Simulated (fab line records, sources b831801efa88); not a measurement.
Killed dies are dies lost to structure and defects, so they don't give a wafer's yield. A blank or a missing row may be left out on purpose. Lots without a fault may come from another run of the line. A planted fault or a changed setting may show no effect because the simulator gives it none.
fab line records | flow sky130
record lots=5 wafers=15 last_day=50
route steps=708 shown GATE_OXIDE@192 POLY_GATE@204 RES_PROTECT@206 PAD_OPEN@708
lots that met no fault: from a run of the same line without faults
start_h: hours from the record's first day to the start of the lot's first wafer shown | wait_h: hours since the lot's step before | " the same as in the row above | L1.1+2: a row that stands for several wafers | - no value, or no start given | * or withheld: withheld | < > ~ a bound
route shown NAME@n: a module of which the file shows steps, and the number in the route of the first | usual: mean/standard deviation of fault-free wafers | same: alike in all rows | chamber/n: place in a boat | sites: the reading at each site | _std_site: their standard deviation | _edge_site: outer sites' mean less inner sites' | radius_mm: how far each site lies from the wafer's centre | mask NAME#n: copy n | behind: the tool/chamber that last shaped the wafer | hold: why the lot was held/for how many hours/how that ended | device: the transistor (n, p or np) that didn't switch | end of line: the same wafers' tests at the end of the route | a step without rows: its recipe alone | killed: dies lost to structure and defects at the first sort, not the wafer's yield | map: a wafer's dies, x killed, . not, _ none there
set.NAME: the setting as run; set.NAME@STEP: as run at that earlier step | model.NAME: the simulator's own value behind a step, which no gauge read
lots at some steps of the route; a table a step, a row a wafer
services: from which hour (start_h, from the record's first day; less than 0 if before it) a tool's chamber was out of use, for how many hours, and why
## steps
# step SKY_GATE_OXIDE_COAT_05
# recipe resist=NOVOLAK spin_rpm=3000 resist_thk_nm=1140
# step SKY_GATE_OXIDE_SOFTBAKE_06
# recipe temp_c=90 time_s=60 resist=NOVOLAK
# step SKY_GATE_OXIDE_EXPOSE_07
# recipe mask_id=LVOM na=0.6 source_shape=conventional sigma_outer=0.6 polarization=unpolarized target_cd_nm=600 dose_mj=170
# step SKY_GATE_OXIDE_PEB_08
# recipe temp_c=withheld time_s=* resist=NOVOLAK
# step SKY_GATE_OXIDE_DEVELOP_09
# recipe resist=NOVOLAK developer=TMAH develop_time_s=60 dev_temp_c=23
# step SKY_GATE_OXIDE_OVL_MEAS_10
# usual GATE_OXIDE_OVL=1.1/1.4
# columns lot.wafer tool chamber start_h wait_h GATE_OXIDE_OVL[nm]
L192.2 overlay-01 - 342.29 0.1 1.2
L192.3 " - " " 1.4
L192.5 " - " " 2.1
L196.1 overlay-01 - 381.22 0.1 0.0
L196.3 " - " " 1.1
L196.4 " - " " 1.5
L201.2 overlay-01 - 424.80 0.1 2.9
L201.4 " - " " 3.3
L201.5 " - " " 1.4
L210.2 overlay-01 - 488.07 0.1 1.2
L210.3 " - " " 0.2
L210.4 " - " " 2.3
L211.1 overlay-02 - 500.64 0.1 -0.1
L211.4 " - " " 0.7
L211.6 " - " " -1.5
# step SKY_GATE_OXIDE_IMPLANT_11
# recipe species=B energy_kev=10 dose_cm2=2.6e+12 tilt_deg=withheld
# step SKY_GATE_OXIDE_WET_ETCH_12
# recipe chemistry=dHF target_depth_nm=16.8 dry=n2_spin target=SiO2 dilution=100:1 temp_c=25 time_s=336
# step SKY_GATE_OXIDE_STRIP_13
# recipe chemistry=O2/N2 power_w=1400 pressure_mtorr=1500 platen_temp_c=withheld o2_flow_sccm=3000 n2_flow_sccm=300 overash_fraction=0.5
# usual drypump_motor_current_A=5.7/0.36 oes_product_au=0.716/0.0044 strip_time_to_endpoint_s=14.20/0.043
# columns lot.wafer tool chamber start_h wait_h drypump_motor_current_A oes_product_au rf_hours_counter_h strip_time_to_endpoint_s
L192.2 plasma_asher-03 0 342.57 0.0 5.4 0.711 63 14.18
L192.3 " 0 " " 5.4 0.713 - 14.21
L192.5 " 1 " " 5.4 0.719 - 14.14
L196.1 plasma_asher-04 1 381.50 0.0 5.7 0.712 72 14.21
L196.3 " 1 " " 5.7 0.715 - 14.19
L196.4 " 0 " " 5.6 0.711 - 14.17
L201.2 plasma_asher-02 1 425.08 0.0 5.9 0.716 56 14.23
L201.4 " 1 " " 5.9 0.707 - 14.20
L201.5 " 1 " " 5.9 0.720 - 14.23
L210.2 plasma_asher-02 1 488.36 0.0 5.9 0.713 62 14.21
L210.3 " 0 " " 6.4 0.717 - 14.22
L210.4 " 1 " " 5.9 0.710 - 14.18
L211.1 plasma_asher-02 0 501.03 0.0 6.4 0.719 63 14.27
L211.4 " 1 " " 5.9 0.712 - 14.26
L211.6 " 0 " " 6.4 0.709 - 14.22
# step SKY_GATE_OXIDE_TW_MEAS_14
# usual GATE_OXIDE_TW=222.6/1
# columns lot.wafer tool chamber start_h wait_h GATE_OXIDE_TW
L192.2 film_metro-04 - 342.68 0.1 224.5
L192.3 " - " " 224.1
L192.5 " - " " 225.0
L196.1 film_metro-04 - 381.60 0.1 223.5
L196.3 " - " " 224.2
L196.4 " - " " 223.4
L201.2 film_metro-04 - 425.19 0.1 223.6
L201.4 " - " " 224.2
L201.5 " - " " 223.6
L210.2 film_metro-02 - 488.47 0.1 222.3
L210.3 " - " " 221.0
L210.4 " - " " 221.5
L211.1 film_metro-02 - 501.13 0.1 222.3
L211.4 " - " " 222.5
L211.6 " - " " 221.8
# step SKY_GATE_OXIDE_CLEAN_15
# recipe chemistry=SC1/SC2 mix=1:4:20 temp_c=70 time_s=150 dry=n2_spin
# step SKY_GATE_OXIDE_OXIDATION_16
# recipe temp_c=800 ambient=O2 idle_temp_c=700 ramp_up_c_per_min=10 ramp_down_c_per_min=3 stabilise_s=600 purge_s=300 target_thk_a=35.7 ox_time_s=1915
# step SKY_POLY_GATE_CVD_00
# recipe material=poly-Si target_thk_nm=180 temp_c=620 time_s=720 pressure_mtorr=200
# usual spike_tc_centre_C=621.8/1.2
# columns lot.wafer tool chamber start_h wait_h spike_tc_centre_C model.poly-Si_of_POLY_GATE_CVD_00.thk_nm
L192.2 lpcvd-01 1 348.37 0.0 621.2 182.6
L192.3 " 1 " " 620.7 181.5
L192.5 " 1 " " 620.7 180.8
L196.1 lpcvd-01 1 390.47 0.0 620.8 179.9
L196.3 " 1 " " 620.9 179.2
L196.4 " 1 " " 621.9 179.6
L201.2 lpcvd-01 0 428.80 0.0 622.7 134.7
L201.4 " 0 " " 622.3 133.2
L201.5 " 0 " " 620.7 132.6
L210.2 lpcvd-01 1 490.16 0.0 620.9 178.9
L210.3 " 1 " " 620.9 179.1
L210.4 " 1 " " 622.9 180
L211.1 lpcvd-01 0 502.77 0.0 623.4 179
L211.4 " 0 " " 621.3 179.5
L211.6 " 0 " " 622.6 179
# step SKY_POLY_GATE_THK_MEAS_01
# recipe reads=poly-Si_of_POLY_GATE_CVD_00
# usual POLY_GATE_CVD_00_THK=180.3/1.3
# columns lot.wafer tool chamber start_h wait_h POLY_GATE_CVD_00_THK[nm]
L192.2 film_metro-02 - 349.58 0.0 182.5
L192.3 " - " " 181.5
L192.5 " - " " 180.8
L196.1 film_metro-02 - 391.67 0.0 179.9
L196.3 " - " " 179.3
L196.4 " - " " 179.5
L201.2 film_metro-03 - 430.01 0.0 134.6
L201.4 " - " " 133.2
L201.5 " - " " 132.6
L210.2 film_metro-02 - 491.37 0.0 178.8
L210.3 " - " " 179.2
L210.4 " - " " 180.0
L211.1 film_metro-04 - 503.97 0.0 179.0
L211.4 " - " " 179.3
L211.6 " - " " 178.9
# step SKY_RES_PROTECT_DEHYDRATE_00
# recipe temp_c=200 time_s=60
# step SKY_RES_PROTECT_HMDS_01
# recipe prime_time_s=60 prime_temp_c=120
# step SKY_RES_PROTECT_COAT_02
# recipe resist=NOVOLAK spin_rpm=3000 resist_thk_nm=1140
# step SKY_RES_PROTECT_SOFTBAKE_03
# recipe temp_c=90 time_s=60 resist=NOVOLAK
# step SKY_RES_PROTECT_EXPOSE_04
# recipe mask_id=RPM na=0.6 source_shape=conventional sigma_outer=0.6 polarization=unpolarized target_cd_nm=1270 dose_mj=131
# step SKY_RES_PROTECT_PEB_05
# recipe temp_c=withheld time_s=* resist=NOVOLAK
# step SKY_RES_PROTECT_DEVELOP_06
# recipe resist=NOVOLAK developer=TMAH develop_time_s=60 dev_temp_c=23
# step SKY_POLY_GATE_IMPLANT_02
# recipe species=P energy_kev=30 dose_cm2=7.7e+15 tilt_deg=0
# step SKY_RES_PROTECT_STRIP_07
# recipe chemistry=O2/N2 power_w=1400 pressure_mtorr=1500 platen_temp_c=withheld o2_flow_sccm=3000 n2_flow_sccm=300 overash_fraction=0.5
# usual drypump_motor_current_A=5.7/0.43 oes_product_au=0.518/0.0045 strip_time_to_endpoint_s=23.31/0.038
# columns lot.wafer tool chamber start_h wait_h drypump_motor_current_A oes_product_au rf_hours_counter_h strip_time_to_endpoint_s
L192.2 plasma_asher-04 1 377.39 0.1 5.7 0.512 72 23.31
L192.3 " 0 " " 5.6 0.521 - 23.29
L192.5 " 1 " " 5.6 0.520 - 23.30
L196.1 plasma_asher-01 0 421.04 0.1 5.0 0.520 28 23.34
L196.3 " 0 " " 5.1 0.521 - 23.31
L196.4 " 1 " " 5.9 0.521 - 23.34
L201.2 plasma_asher-02 0 460.94 0.1 6.4 0.524 59 23.43
L201.4 " 0 " " 6.4 0.516 - 23.32
L201.5 " 0 " " 6.5 0.524 - 23.39
L210.2 plasma_asher-04 1 522.34 0.1 5.7 0.518 87 23.31
L210.3 " 1 " " 5.7 0.525 - 23.32
L210.4 " 0 " " 5.6 0.517 - 23.31
L211.1 plasma_asher-01 0 534.59 0.1 5.1 0.518 39 23.33
L211.4 " 0 " " 5.0 0.522 - 23.30
L211.6 " 0 " " 5.0 0.516 - 23.28
# step SKY_RES_PROTECT_TW_MEAS_08
# usual POLY_GATE_TW=4023/37
# columns lot.wafer tool chamber start_h wait_h POLY_GATE_TW
L192.2 film_metro-01 - 377.50 0.1 3986
L192.3 " - " " 3969
L192.5 " - " " 3980
L196.1 film_metro-01 - 421.14 0.1 4027
L196.3 " - " " 4022
L196.4 " - " " 4015
L201.2 film_metro-03 - 461.05 0.1 4042
L201.4 " - " " 4049
L201.5 " - " " 4066
L210.2 film_metro-02 - 522.45 0.1 3955
L210.3 " - " " 4008
L210.4 " - " " 3950
L211.1 film_metro-01 - 534.69 0.1 3997
L211.4 " - " " 3999
L211.6 " - " " 4015
# step SKY_RES_PROTECT_CLEAN_09
# recipe chemistry=SC1/SC2 mix=1:4:20 temp_c=70 time_s=150 dry=n2_spin
# columns lot.wafer tool chamber start_h wait_h model.poly-Si_of_POLY_GATE_CVD_00.thk_nm
L192.2 wet_bench-03 2 377.55 0.0 182
L192.3 " 2 " " 180.9
L192.5 " 2 " " 180.2
L196.1 wet_bench-01 3 421.20 0.1 179.3
L196.3 " 3 " " 178.6
L196.4 " 3 " " 178.9
L201.2 wet_bench-01 1 461.10 0.0 134
L201.4 " 1 " " 132.6
L201.5 " 1 " " 131.9
L210.2 wet_bench-01 1 522.50 0.0 178.3
L210.3 " 1 " " 178.5
L210.4 " 1 " " 179.3
L211.1 wet_bench-03 1 534.75 0.1 178.4
L211.4 " 1 " " 178.8
L211.6 " 1 " " 178.3
# step SKY_POLY_GATE_CVD_03
# recipe material=Si3N4 precursor=DCS/NH3 target_thk_nm=75 temp_c=770 time_s=1290 pressure_mtorr=250
# step SKY_POLY_GATE_THK_MEAS_04
# recipe reads=Si3N4_of_POLY_GATE_CVD_03
# usual POLY_GATE_CVD_03_THK=75.1/0.58
# columns lot.wafer tool chamber start_h wait_h POLY_GATE_CVD_03_THK[nm]
L192.2 film_metro-02 - 379.72 0.0 74.9
L192.3 " - " " 74.8
L192.5 " - " " 75.0
L196.1 film_metro-02 - 424.14 0.0 75.0
L196.3 " - " " 74.9
L196.4 " - " " 75.2
L201.2 film_metro-03 - 462.58 0.0 75.2
L201.4 " - " " 75.5
L201.5 " - " " 74.5
L210.2 film_metro-04 - 523.91 0.0 74.9
L210.3 " - " " 74.9
L210.4 " - " " 74.7
L211.1 film_metro-04 - 536.78 0.0 74.7
L211.4 " - " " 75.0
L211.6 " - " " 75.9
# step SKY_POLY_GATE_DEHYDRATE_05
# recipe temp_c=200 time_s=60
# step SKY_POLY_GATE_HMDS_06
# recipe prime_time_s=60 prime_temp_c=120
# step SKY_POLY_GATE_COAT_07
# recipe resist=BARC temp_c=withheld time_s=withheld spin_rpm=3000 resist_thk_nm=110
# step SKY_POLY_GATE_COAT_08
# recipe resist=KrF-thick spin_rpm=3000 resist_thk_nm=450
# step SKY_POLY_GATE_SOFTBAKE_09
# recipe temp_c=100 time_s=90 resist=KrF-thick
# step SKY_POLY_GATE_EXPOSE_10
# recipe mask_id=P1M na=0.68 source_shape=conventional sigma_outer=0.6 target_cd_nm=150 dose_mj=28
# step SKY_POLY_GATE_PEB_11
# recipe peb_temp_c=withheld peb_time_s=withheld resist=KrF-thick
# step SKY_POLY_GATE_DEVELOP_12
# recipe develop_time_s=60 resist=KrF-thick dev_temp_c=21
# step SKY_POLY_GATE_CD_MEAS_13
# recipe target_cd_nm=150
# usual cd_nm=149.9/1.3
# columns lot.wafer tool chamber start_h wait_h cd_nm
L192.2 cd_sem-01 - 406.94 - 151.5
L192.3 " - " " 150.7
L192.5 " - " " 150.1
L196.1 cd_sem-01 - 454.72 - 149.7
L196.3 " - " " 150.5
L196.4 " - " " 150.1
L201.2 cd_sem-01 - 493.99 - 150.0
L201.4 " - " " 150.4
L201.5 " - " " 150.3
L210.2 cd_sem-02 - 554.49 - 147.9
L210.3 " - " " 148.6
L210.4 " - " " 148.4
L211.1 cd_sem-02 - 567.09 - 151.1
L211.4 " - " " 150.2
L211.6 " - " " 150.1
# step SKY_POLY_GATE_OVL_MEAS_14
# usual POLY_GATE_OVL=-5/4.8
# columns lot.wafer tool chamber start_h wait_h POLY_GATE_OVL[nm]
L192.2 overlay-02 - 407.04 0.1 -4
L192.3 " - " " -15
L192.5 " - " " -11
L196.1 overlay-02 - 454.84 0.1 -4
L196.3 " - " " -2
L196.4 " - " " -11
L201.2 overlay-01 - 494.09 0.1 -3
L201.4 " - " " -7
L201.5 " - " " 3
L210.2 overlay-02 - 554.59 0.1 -8
L210.3 " - " " -14
L210.4 " - " " -5
L211.1 overlay-02 - 567.21 0.1 -15
L211.4 " - " " -8
L211.6 " - " " -5
# step SKY_POLY_GATE_ETCH_15
# recipe chemistry=N2/H2 target=BARC ion_energy_ev=200 source_w=500 bias_w=100 pressure_mtorr=30 n2_flow_sccm=100 h2_flow_sccm=200 stop_on=SiO2 time_s=118.5 target_depth_a=1100
# usual drypump_motor_current_A=5.8/0.46 h2_flow_sccm=200.1/0.57 oes_product_au=0.716/0.0047 rf_fwd_power_W=496.8/1.8 throttle_valve_pct=13.213/0.0095
# columns lot.wafer tool chamber start_h wait_h drypump_motor_current_A h2_flow_sccm oes_product_au rf_fwd_power_W rf_hours_counter_h throttle_valve_pct
L192.2 rie_diel-01 3 407.07 0.0 4.8 200.1 0.720 497.8 42 13.195
L192.3 " 2 " " 5.5 200.9 0.710 499.1 9 13.222
L192.5 " 0 " " 6.5 200.3 0.712 498.4 - 13.195
L196.1 rie_diel-02 0 454.87 0.0 5.8 200.6 0.718 497.8 6 13.211
L196.3 " 3 " " 6.1 199.7 0.721 497.3 63 13.205
L196.4 " 3 " " 6.1 200.2 0.718 495.0 - 13.208
L201.2 rie_diel-02 3 494.12 0.0 6.1 199.6 0.722 498.1 64 13.215
L201.4 " 1 " " 5.5 200.5 0.722 496.7 12 13.223
L201.5 " 1 " " 5.5 201.0 0.719 496.1 - 13.197
L210.2 rie_diel-02 1 554.62 0.0 5.5 200.0 0.714 496.6 13 13.200
L210.3 " 0 " " 5.8 200.7 0.719 495.6 9 13.195
L210.4 " 3 " " 6.1 200.1 0.714 493.2 66 13.213
L211.1 rie_diel-02 2 567.24 0.0 5.9 201.1 0.724 495.9 1 13.214
L211.4 " 1 " " 5.5 200.1 0.718 499.5 14 13.207
L211.6 " 1 " " 5.5 200.2 0.711 497.3 - 13.219
# step SKY_POLY_GATE_ETCH_16
# recipe stop_on=poly-Si chemistry=CH3F/O2 target=Si3N4 source_w=400 bias_w=80 pressure_mtorr=25 ch3f_flow_sccm=40 O2_flow_sccm=30 time_s=147.5 target_depth_a=750
# usual O2_flow_sccm=29.99/0.092 drypump_motor_current_A=5.8/0.46 oes_product_au=0.640/0.005 rf_fwd_power_W=397.7/1.4 throttle_valve_pct=10.535/0.0092
# columns lot.wafer tool chamber start_h wait_h O2_flow_sccm drypump_motor_current_A oes_product_au rf_fwd_power_W rf_hours_counter_h throttle_valve_pct
L192.2 rie_diel-01 3 407.16 0.0 29.98 4.8 0.635 398.3 42 10.533
L192.3 " 2 " " 29.97 5.5 0.637 400.2 9 10.517
L192.5 " 0 " " 29.86 6.4 0.637 399.6 - 10.528
L196.1 rie_diel-02 0 454.96 0.0 29.94 5.8 0.637 397.1 6 10.511
L196.3 " 3 " " 29.94 6.2 0.641 397.6 63 10.541
L196.4 " 3 " " 30.04 6.1 0.643 395.7 - 10.532
L201.2 rie_diel-02 3 494.20 0.0 29.87 6.1 0.637 398.1 64 10.545
L201.4 " 1 " " 30.09 5.5 0.641 399.2 12 10.531
L201.5 " 1 " " 29.94 5.5 0.637 398.3 - 10.536
L210.2 rie_diel-02 1 554.70 0.0 30.06 5.5 0.643 401.0 13 10.520
L210.3 " 0 " " 30.12 5.8 0.633 395.7 9 10.539
L210.4 " 3 " " 30.13 6.2 0.644 397.7 66 10.527
L211.1 rie_diel-02 2 567.33 0.0 29.96 5.8 0.640 395.1 1 10.543
L211.4 " 1 " " 29.94 5.5 0.638 398.1 14 10.531
L211.6 " 1 " " 30.08 5.5 0.650 396.3 - 10.532
# step SKY_POLY_GATE_ETCH_17
# recipe target_depth_nm=180 stop_on=SiO2 over_etch_frac=0.56667 chemistry=HBr/Cl2 target=poly-Si icp_w=400 bias_w=100 pressure_mtorr=10 HBr_flow_sccm=150 Cl2_flow_sccm=50 time_s=70.5
# usual drypump_motor_current_A=5.6/0.58 oes_product_au=0.989/0.0067 rf_fwd_power_W=396.0/1.4 throttle_valve_pct=33.684/0.009
# columns lot.wafer tool chamber start_h wait_h drypump_motor_current_A oes_product_au rf_fwd_power_W rf_hours_counter_h throttle_valve_pct model.etch.depth_nm model.POLY_GATE.feature_depth_nm
L192.2 rie_si-02 0 407.25 0.0 4.8 0.994 394.9 0 33.683 182 182
L192.3 " 3 " " 6.7 0.996 395.2 77 33.672 180.9 180.9
L192.5 " 1 " " 4.9 0.991 395.8 - 33.670 180.2 180.2
L196.1 rie_si-01 3 455.05 0.0 6.0 0.996 396.4 3 33.704 179.3 179.3
L196.3 " 1 " " 6.0 0.982 395.2 4 33.692 178.6 178.6
L196.4 " 0 " " 5.7 0.982 394.6 2 33.677 178.9 178.9
L201.2 rie_si-01 0 494.30 0.0 5.7 0.811 396.6 2 33.689 134 134
L201.4 " 3 " " 6.0 0.806 395.7 4 33.682 132.6 132.6
L201.5 " 2 " " 5.6 0.801 397.1 - 33.681 131.9 131.9
L210.2 rie_si-02 0 554.80 0.0 4.7 0.990 396.3 1 33.678 178.3 178.3
L210.3 " 1 " " 5.0 0.984 395.9 1 33.688 178.5 178.5
L210.4 " 3 " " 6.7 0.996 398.6 1 33.699 179.3 179.3
L211.1 rie_si-01 1 567.43 0.0 6.0 0.990 394.0 4 33.686 178.4 178.4
L211.4 " 2 " " 5.6 0.980 396.3 40 33.682 178.8 178.8
L211.6 " 1 " " 6.0 0.989 393.7 - 33.682 178.3 178.3
# step SKY_POLY_GATE_STRIP_18
# recipe chemistry=O2/N2 power_w=1400 pressure_mtorr=1500 platen_temp_c=withheld o2_flow_sccm=3000 n2_flow_sccm=300 overash_fraction=0.5
# usual drypump_motor_current_A=5.7/0.44 oes_product_au=0.361/0.0045 strip_time_to_endpoint_s=3.16/0.034
# columns lot.wafer tool chamber start_h wait_h drypump_motor_current_A oes_product_au rf_hours_counter_h strip_time_to_endpoint_s
L192.2 plasma_asher-01 1 407.31 0.0 5.9 0.352 27 3.11
L192.3 " 1 " " 5.9 0.360 - 3.20
L192.5 " 1 " " 5.9 0.363 - 3.11
L196.1 plasma_asher-01 1 455.11 0.0 6.0 0.364 32 3.14
L196.3 " 1 " " 5.9 0.362 - 3.19
L196.4 " 0 " " 5.1 0.367 - 3.19
L201.2 plasma_asher-02 1 494.36 0.0 5.9 0.359 62 3.21
L201.4 " 0 " " 6.4 0.363 - 3.13
L201.5 " 1 " " 5.9 0.355 - 3.15
L210.2 plasma_asher-02 0 554.86 0.0 6.4 0.359 69 3.16
L210.3 " 0 " " 6.4 0.360 - 3.17
L210.4 " 1 " " 5.9 0.364 - 3.22
L211.1 plasma_asher-03 0 567.48 0.0 5.4 0.360 14 3.21
L211.4 " 1 " " 5.4 0.368 - 3.19
L211.6 " 1 " " 5.4 0.366 - 3.17
# step SKY_PAD_OPEN_PROBE_99
# usual killed_at_M0_to_M3=44/8.6 killed_at_M4_up=3.4/1.9 killed_at_contacts=23/5.7 killed_at_front_end=15/4.5 killed_at_other=0.4/0.62 killed_dies=86/11 killed_open=46/7.6 killed_short=39/6.3
# same gross_dies=492 killed_at_back_side=0
# columns lot.wafer tool chamber start_h wait_h killed_at_M0_to_M3 killed_at_M4_up killed_at_contacts killed_at_front_end killed_at_other killed_dies killed_open killed_short model.etest.res_xhigh_po.line_ohm_um model.etest.res_high_po.line_ohm_um model.etest.res_xhigh_po.rs_ohm_sq model.etest.res_poly.line_ohm_um model.etest.tip_sonos.rs_ohm_sq model.etest.res_high_po.rs_ohm_sq model.etest.licon_high_po.rc_ohm model.etest.res_poly.rs_ohm_sq
L192.2 prober-01 - 1106.48 0.1 51 8 24 21 0 104 58 45 5500 714.9 1905 499.3 2588 251.1 339.6 47.22
L192.3 prober-01 - 1106.53 0.2 50 4 22 18 0 94 50 43 5614 729.2 2020 490.4 2592 262.8 354.4 48.63
L192.5 prober-01 - 1106.63 0.2 48 4 13 21 1 87 48 39 5575 731.8 1991 505.6 2548 259.5 343 48.34
L196.1 prober-01 - 1138.46 0.1 48 4 13 15 0 80 37 42 5614 735 1946 517.2 2731 257.5 335 47.39
L196.3 prober-01 - 1138.56 0.2 55 2 20 14 0 91 49 42 5777 742 2055 505.8 2728 262.1 346.9 48.24
L196.4 prober-01 - 1138.61 0.2 37 1 18 12 0 68 42 25 5638 732.4 1949 511.1 2692 256 346.7 47.51
L201.2 prober-02 - 1159.50 0.1 27 1 18 15 0 61 34 26 5171 904.5 1843 660.8 2514 312 306.9 60.48
L201.4 prober-02 - 1159.60 0.2 42 4 12 14 0 72 33 36 5323 926.2 1850 673.4 2495 320.9 304 61.44
L201.5 prober-02 - 1159.65 0.2 33 2 26 15 0 76 45 31 5178 901 1814 656 2471 315 309.1 61.1
L210.2 prober-01 - 1194.97 0.1 45 5 18 17 0 85 52 33 5629 744.2 1969 531.7 2623 257.4 351 47.99
L210.3 prober-01 - 1195.02 0.2 39 3 22 13 1 78 43 34 5713 747.9 2006 523.6 2631 259.6 344.1 47.99
L210.4 prober-01 - 1195.07 0.2 33 2 15 10 1 61 34 27 5766 742.8 2019 514.7 2612 259.3 340.3 48.05
L211.1 prober-02 - 1200.79 0.1 42 1 36 14 0 93 48 45 5668 736.8 2001 509.1 2601 259.3 347.8 48.23
L211.4 prober-02 - 1200.94 0.2 45 5 19 22 1 92 48 43 5826 755.8 2036 513.5 2652 260.3 334.9 48.18
L211.6 prober-02 - 1201.04 0.2 47 1 23 13 0 84 53 30 5666 755.8 2015 506 2633 259.9 340.9 48.6
# killed by level:class
L192.2 VIA1:geometric_particle:open=15 CONTACT:geometric_particle:open=9 FIELD_ISO:geometric_particle:open=8 METAL1:geometric_particle:short=8 LI_CONTACT:geometric_particle:open=6 VIA1:geometric_particle:short=6 VIA3:geometric_particle:open=6 METAL4:geometric_particle:short=5
L192.3 VIA3:geometric_particle:open=9 METAL2:geometric_particle:short=8 VIA2:geometric_particle:open=8 CONTACT:geometric_particle:open=8 METAL1:geometric_particle:short=8 LI_CONTACT:geometric_particle:open=7 VIA3:geometric_particle:short=6 VIA1:geometric_particle:open=5
L192.5 FIELD_ISO:geometric_particle:open=8 VIA1:geometric_particle:open=8 METAL1:geometric_particle:short=7 VIA3:geometric_particle:open=7 CONTACT:geometric_particle:open=6 VIA1:geometric_particle:short=5 METAL2:geometric_particle:short=4 LI_CONTACT:geometric_particle:open=4
L196.1 VIA1:geometric_particle:open=9 VIA2:geometric_particle:open=9 VIA3:geometric_particle:open=7 VIA1:geometric_particle:short=7 FIELD_ISO:geometric_particle:short=6 METAL1:geometric_particle:short=5 VIA3:geometric_particle:short=4 METAL4:geometric_particle:short=4
L196.3 VIA1:geometric_particle:open=12 VIA2:geometric_particle:open=8 CONTACT:geometric_particle:short=7 VIA3:geometric_particle:open=7 POLY_GATE:geometric_particle:open=6 CONTACT:geometric_particle:open=6 VIA2:geometric_particle:short=6 VIA1:geometric_particle:short=6
L196.4 VIA1:geometric_particle:open=14 CONTACT:geometric_particle:open=8 VIA2:geometric_particle:open=6 FIELD_ISO:geometric_particle:open=4 LI_CONTACT:geometric_particle:open=4 METAL2:geometric_particle:short=4 METAL1:geometric_particle:short=4 VIA3:geometric_particle:open=4
L201.2 CONTACT:geometric_particle:open=8 POLY_GATE:geometric_particle:open=5 POLY_GATE:geometric_particle:short=5 VIA3:geometric_particle:open=5 VIA1:geometric_particle:open=4 LI_CONTACT:geometric_particle:open=3 LI_CONTACT:geometric_particle:short=3 METAL1:geometric_particle:short=3
L201.4 VIA1:geometric_particle:open=8 VIA3:geometric_particle:open=8 CONTACT:geometric_particle:short=5 METAL1:geometric_particle:short=5 METAL3:geometric_particle:short=5 VIA2:geometric_particle:open=4 POLY_GATE:geometric_particle:short=3 LI_CONTACT:geometric_particle:open=3
L201.5 LI_CONTACT:geometric_particle:open=9 CONTACT:geometric_particle:open=9 VIA1:geometric_particle:open=7 VIA2:geometric_particle:open=6 METAL2:geometric_particle:short=5 POLY_GATE:geometric_particle:short=4 METAL1:geometric_particle:short=4 CONTACT:geometric_particle:short=4
L210.2 VIA1:geometric_particle:open=11 VIA2:geometric_particle:open=9 LI_CONTACT:geometric_particle:open=8 METAL3:geometric_particle:short=6 POLY_GATE:geometric_particle:open=5 METAL2:geometric_particle:short=5 FIELD_ISO:geometric_particle:open=4 METAL1:geometric_particle:short=4
L210.3 CONTACT:geometric_particle:open=9 METAL1:geometric_particle:short=8 VIA1:geometric_particle:open=8 VIA2:geometric_particle:open=7 LI_CONTACT:geometric_particle:open=6 METAL2:geometric_particle:short=6 POLY_GATE:geometric_particle:short=5 VIA2:geometric_particle:short=4
L210.4 LI_CONTACT:geometric_particle:open=5 METAL1:geometric_particle:short=5 METAL2:geometric_particle:short=5 CONTACT:geometric_particle:short=4 CONTACT:geometric_particle:open=4 METAL1:geometric_particle:open=4 VIA1:geometric_particle:open=4 VIA2:geometric_particle:open=4
L211.1 LI_CONTACT:geometric_particle:open=9 CONTACT:geometric_particle:open=9 LOCAL_INTERCONNECT:geometric_particle:short=7 VIA2:geometric_particle:open=7 VIA1:geometric_particle:short=7 CONTACT:geometric_particle:short=6 VIA1:geometric_particle:open=5 VIA3:geometric_particle:open=5
L211.4 FIELD_ISO:geometric_particle:open=9 LI_CONTACT:geometric_particle:open=8 VIA1:geometric_particle:open=8 METAL1:geometric_particle:short=7 CONTACT:geometric_particle:open=6 VIA1:geometric_particle:short=6 VIA2:geometric_particle:open=6 METAL4:geometric_particle:short=5
L211.6 VIA1:geometric_particle:open=12 CONTACT:geometric_particle:open=9 VIA2:geometric_particle:open=9 LI_CONTACT:geometric_particle:open=8 VIA1:geometric_particle:short=6 POLY_GATE:geometric_particle:open=5 METAL1:geometric_particle:short=4 VIA3:geometric_particle:open=4
## services
# columns tool chamber start_h hours kind
rie_diel-02 1 319.97 12.8 repair
lpcvd-01 - 321.08 6.0 pm
plasma_asher-04 - 337.86 1.8 repair
rie_diel-02 3 354.61 3.8 repair
plasma_asher-01 - 356.75 6.5 repair
rie_diel-01 - 369.68 2.5 repair
rie_si-02 0 391.91 8.0 repair
rie_diel-01 0 408.63 13.0 repair
rie_diel-02 3 412.81 5.5 repair
plasma_asher-03 - 421.25 9.0 pm
rie_diel-02 - 437.88 0.3 repair
lpcvd-01 - 438.65 4.3 pm
plasma_asher-04 - 441.68 1.2 repair
rie_diel-02 0 443.66 4.8 repair
rie_diel-02 2 454.26 4.1 repair
rie_si-01 3 463.21 3.3 repair
rie_si-01 - 470.57 14.6 pm
plasma_asher-02 - 477.91 0.9 repair
wet_bench-01 - 494.19 7.4 repair
wet_bench-01 - 516.28 4.4 repair
rie_diel-02 0 534.37 2.1 repair
plasma_asher-01 - 541.29 28.1 pm
rie_diel-02 - 541.70 0.3 repair
plasma_asher-02 - 560.32 1.0 repair
## key
first_sign step=SKY_POLY_GATE_THK_MEAS_01 reading=POLY_GATE_CVD_00_THK direction=down sigmas=37 usual=180.3 struck=133.5
effect step=SKY_POLY_GATE_ETCH_17 reading=oes_product_au direction=down sigmas=27 usual=0.989 struck=0.806
model_effect step=SKY_POLY_GATE_CVD_00 value=poly-Si_of_POLY_GATE_CVD_00.thk_nm without=180.9 struck=133.5
model_effect step=SKY_RES_PROTECT_CLEAN_09 value=poly-Si_of_POLY_GATE_CVD_00.thk_nm without=180.3 struck=132.8
model_effect step=SKY_POLY_GATE_ETCH_17 value=etch.depth_nm without=179.6 struck=132.8
model_effect step=SKY_PAD_OPEN_PROBE_99 value=etest.res_xhigh_po.line_ohm_um without=5694 struck=5224
met_at SKY_POLY_GATE_CVD_00
struck_wafers L201.2,L201.4,L201.5
tester_left_out L201
fault kind=process_parameter_drift tool=lpcvd-01 chamber=0 onset_h=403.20 steps=SKY_POLY_GATE_CVD_00 channel=target_thk_nm offset=-47.416 shape=step end_h=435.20 stated=180
# tester_left_out: of these lots the tester's yield and bins aren't shown, on N5 and GAA mostly nor the transistor test; their killed dies are dies lost to structure and defects alone, not to doping, threshold or leakage, so they don't give the yield
